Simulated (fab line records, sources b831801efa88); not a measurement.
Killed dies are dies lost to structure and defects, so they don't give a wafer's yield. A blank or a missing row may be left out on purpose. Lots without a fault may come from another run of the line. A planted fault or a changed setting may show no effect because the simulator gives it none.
One fault seen from 2 desks | flow sky130 | each desk has only its own numbers; what lay behind them comes last

THE METROLOGY DESK
What the gauges read, lot by lot, whatever tool the lot ran on: means of the sampled wafers that have a number. A lot is out of limits, marked OUT, if its mean lies more than 4 standard deviations from the usual mean; the brackets give that distance.
Columns: A = LI_CONTACT_BOW at SKY_LI_CONTACT_BOW_MEAS_03, usual 57 um
lot  | first seen here | A
L344 | day 28 05:22    | 61
L345 | day 28 11:17    | 55
L352 | day 30 23:38    | 57
L355 | day 31 17:29    | 52
L358 | day 32 17:19    | 53
L359 | day 32 22:34    | 56
L360 | day 33 05:59    | 62
L361 | day 33 17:34    | 54
L363 | day 34 01:55    | 50
L364 | day 34 10:29    | 61
L365 | day 34 20:22    | 51
L366 | day 35 02:16    | 55
L367 | day 35 07:41    | 58
This desk's finding: nothing out of limits on any of the 13 lots.

THE TOOL OWNER'S DESK: litho_track-04
The tool's own readings at SKY_VT_ADJUST_HVTP_DEVELOP_06 (develop time 60 s): means of the sampled wafers that have a number, for each lot that ran on this tool. A lot is out of limits, marked OUT, if its mean lies more than 4 standard deviations from the usual mean; the brackets give that distance.
Columns: A = chill_plate_temp_C at SKY_VT_ADJUST_HVTP_DEVELOP_06, usual 22.99 C; B = developer_temp_C at SKY_VT_ADJUST_HVTP_DEVELOP_06, usual 22.99 C
lot  | first seen here | A     | B
L352 | day 8 04:10     | 22.96 | 25.28 (+23) OUT
L355 | day 8 21:39     | 22.86 | 25.36 (+24) OUT
This desk's finding: out of limits on L352, L355; first on L352, day 8 04:10 (developer_temp_C at SKY_VT_ADJUST_HVTP_DEVELOP_06). In limits: none.

PUT TOGETHER
The tool owner's desk could have raised an alarm at day 8 04:10, on L352, L355.
The metrology desk saw nothing out of limits.
The metrology desk has L352, L355 on record, within its limits.
Of the lots named, all ran SKY_VT_ADJUST_HVTP_DEVELOP_06 on litho_track-04.

WHAT THE SIMULATOR HAD PUT IN
Process parameter drift: litho_track-04, from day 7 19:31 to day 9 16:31, at SKY_VT_ADJUST_HVTP_DEVELOP_06. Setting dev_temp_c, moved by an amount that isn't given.
Lots struck among those shown: L352, L355.
Hours from the fault's start to each desk's first reading out of limits: the tool owner's desk, 9.
